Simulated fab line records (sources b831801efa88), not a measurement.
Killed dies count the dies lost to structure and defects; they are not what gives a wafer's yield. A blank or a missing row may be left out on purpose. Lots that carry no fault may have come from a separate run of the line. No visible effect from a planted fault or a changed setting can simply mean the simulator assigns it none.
Which tool was responsible? ; flow gf180mcu ; Sampling: 13 lots, 39 wafers, 4 of 602 route steps

## WHAT EACH GAUGE READ, for each wafer
GF_TOP_METAL_OVL_MEAS_15. Usual: for TOP_METAL_OVL the level is 0.2 nm and the standard deviation is 1.5.
lot;measured;on;TOP_METAL_OVL (nm);flag
L102;day 27 22:55;overlay-01;-4.2 -1.6 -0.3;
L103;day 28 11:03;overlay-01;2.6 -2.3 1.2;
L105;day 29 03:31;overlay-02;-0.3 -0.1 1.8;
L106;day 29 12:41;overlay-01;1.7 0.7 1.9;
L107;day 29 14:05;overlay-02;1.3 -0.1 0.7;
L108;day 30 07:32;overlay-02;-0.5 -1.6 1.5;
L111;day 30 22:46;overlay-01;-2.1 -1.1 -0.3;
L115;day 31 21:11;overlay-01;-0.1 -0.6 -0.3;
L116;day 32 05:59;overlay-01;-1.0 1.9 1.8;
L117;day 32 14:39;overlay-02;0.0 -0.6 -2.0;
L119;day 33 01:35;overlay-02;0.6 -0.3 -1.4;
L123;day 33 21:11;overlay-01;-0.5 -2.1 -2.6;
L125;day 34 07:50;overlay-01;2.5 1.3 1.0;

GF_PASSIVATION_THK_MEAS_01. Usual: for PASSIVATION_CVD_00_THK the level is 1003 nm and the standard deviation is 18.
lot;measured;on;PASSIVATION_CVD_00_THK (nm);flag
L102;day 27 23:49;film_metro-02;1013 1029 1020;
L103;day 28 11:58;film_metro-02;1001 1002 1008;
L105;day 29 04:20;film_metro-01;989 1014 994;
L106;day 29 13:31;film_metro-02;989 1004 1008;
L107;day 29 14:56;film_metro-02;992 984 993;
L108;day 30 08:23;film_metro-04;1003 1025 1006;
L111;day 30 23:46;film_metro-02;971 968 982;
L115;day 31 22:06;film_metro-02;989 978 1011;
L116;day 32 06:52;film_metro-01;1001 997 1020;
L117;day 32 15:34;film_metro-01;1038 1025 1047;
L119;day 33 02:26;film_metro-04;1032 1012 1061;
L123;day 33 22:01;film_metro-02;990 961 981;
L125;day 34 08:44;film_metro-01;992 1019 993;

## TOOL THAT RAN EACH LOT (tool first, then ch and the chambers of the sampled wafers, then the start)
lot;GF_V5_SPUTTER_21;GF_PASSIVATION_CVD_00
L102;pvd_sputter-03, day 27 01:28;pecvd-03 ch 0,2, day 27 23:41
L103;pvd_sputter-04, day 27 14:41;pecvd-02 ch 0,2, day 28 11:52
L105;pvd_sputter-03, day 28 07:29;pecvd-01 ch 0,2, day 29 04:16
L106;pvd_sputter-04, day 28 17:21;pecvd-03 ch 0,2, day 29 13:26
L107;pvd_sputter-02, day 28 18:14;pecvd-03 ch 0,1,2, day 29 14:52
L108;pvd_sputter-02, day 29 12:08;pecvd-01 ch 0,1,2, day 30 08:17
L111;pvd_sputter-03, day 30 03:27;pecvd-02 ch 1,2, day 30 23:41
L115;pvd_sputter-03, day 31 03:04;pecvd-02 ch 0,1,2, day 31 22:01
L116;pvd_sputter-02, day 31 12:17;pecvd-03 ch 0,1, day 32 06:44
L117;pvd_sputter-04, day 31 21:10;pecvd-01 ch 0,2, day 32 15:28
L119;pvd_sputter-02, day 32 07:48;pecvd-01 ch 0,1, day 33 02:22
L123;pvd_sputter-02, day 33 04:43;pecvd-03 ch 1,2, day 33 21:56
L125;pvd_sputter-04, day 33 15:37;pecvd-03 ch 0,1,2, day 34 08:39
- GF_V5_SPUTTER_21: material Ti, target thk 15 nm, time 80.02 s.
- GF_PASSIVATION_CVD_00: deposits SiO2 from TEOS, target thk 1000 nm, time 111.95 s.

## AS READ BY THE TOOLS THEMSELVES (means over the sampled wafers that have a number; for cases with no such wafer, the mark the record gives instead)
GF_V5_SPUTTER_21. Usual: throttle_valve_pct reads 30.2 % (standard deviation 0.99).
lot;tool;throttle_valve_pct (%);flag
L102;pvd_sputter-03;30.5;
L103;pvd_sputter-04;29.8;
L105;pvd_sputter-03;30.6;
L106;pvd_sputter-04;29.7;
L107;pvd_sputter-02;30.4;
L108;pvd_sputter-02;30.9;
L111;pvd_sputter-03;30.0;
L115;pvd_sputter-03;30.8;
L116;pvd_sputter-02;30.4;
L117;pvd_sputter-04;29.4;
L119;pvd_sputter-02;30.4;
L123;pvd_sputter-02;29.4;
L125;pvd_sputter-04;29.5;

GF_PASSIVATION_CVD_00. Usual: heater_power_outer_w 385 W, standard deviation 55; heater_power_w 682 W, standard deviation 83; rf_fwd_power_W 596.3 W, standard deviation 2.
lot;tool;heater_power_outer_w (W);heater_power_w (W);rf_fwd_power_W (W);flag
L102;pecvd-03;375;647;596.6;
L103;pecvd-02;369;703;596.8;
L105;pecvd-01;379;639;595.6;
L106;pecvd-03;365;628;597.9;
L107;pecvd-03;363;655;596.8;
L108;pecvd-01;421;720;594.4;
L111;pecvd-02;337;642;598.1;
L115;pecvd-02;410;735;596.1;
L116;pecvd-03;415;712;596.7;
L117;pecvd-01;405;676;595.7;
L119;pecvd-01;434;723;594.2;
L123;pecvd-03;401;714;597.9;
L125;pecvd-03;414;724;597.8;

## THE ANSWER, worked out from the rows above alone
Rule: lot off if the mean of its wafers having a number is beyond 3 standard deviations from the usual mean. A lot without any number at a reading at which 4 lots or more have one is off too. Any other lot the step has rows for is counted as sound. The gauges are gone through in route order, then the tools' own readings, and for those a lot's mean is taken as printed above. The first step at which some lot is off is used, and at that step the reading that is off furthest; a lot without a number counts as furthest.
No lot is off on any of the readings shown, so nothing can be concluded from this.

## WHAT THE SIMULATOR PUT IN
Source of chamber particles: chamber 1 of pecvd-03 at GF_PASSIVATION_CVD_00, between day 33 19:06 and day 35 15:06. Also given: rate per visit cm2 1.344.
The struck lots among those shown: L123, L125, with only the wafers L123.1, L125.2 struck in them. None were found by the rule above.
